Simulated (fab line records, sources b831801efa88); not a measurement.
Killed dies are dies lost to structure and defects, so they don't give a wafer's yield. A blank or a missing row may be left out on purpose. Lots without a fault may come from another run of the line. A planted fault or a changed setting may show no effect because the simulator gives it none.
Chamber matching | flow gf180mcu | GF_V5_CMP_04 on cmp-01: 4 sister chambers
The step polishes SiO2. 7 wafers are shown with their chamber, then 7 later ones without.

WAFERS WITH THEIR CHAMBER
wafer  | chamber | motor_current_A (A)
L220.3 | 3       | 13.3
L231.4 | 3       | 13.4
L233.2 | 0       | 11.3
L233.3 | 1       | 13.1
L233.4 | 2       | 10.8
L234.3 | 0       | 11.8
L234.4 | 2       | 11.2

WAFERS WITHOUT THEIR CHAMBER
wafer  | motor_current_A (A)
L234.5 | 12.6
L237.1 | 11.1
L237.4 | 13.6
L237.5 | 12.0
L239.4 | 12.6
L239.5 | 12.6
L239.6 | 11.4

WHICH CHAMBER EACH WENT THROUGH
wafer  | from the rows above     | in truth
L234.5 | can't be placed: 1 or 3 | 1
L237.1 | can't be placed: 2 or 0 | 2
L237.4 | can't be placed: 3 or 1 | 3
L237.5 | 0                       | 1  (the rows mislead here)
L239.4 | can't be placed: 1 or 3 | 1
L239.5 | can't be placed: 1 or 3 | 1
L239.6 | can't be placed: 0 or 2 | 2
Placed correctly: 0 of 7. Can't be placed from these rows: 6 (the true chamber is among the candidates in 6). Placed wrongly: 1.
How it was worked out, from the rows above alone: a wafer's distance from a chamber is the root of the sum, over the readings, of the square of ((its reading less the chamber's mean) divided by the reading's scatter). The wafer belongs to the nearest chamber; if the next one is less than 2 further off, it can't be placed. A chamber's mean is the mean of its shown wafers. The scatter: the root of (the sum of the squares of (reading less its chamber's mean) over the shown wafers, divided by (wafers less chambers)).
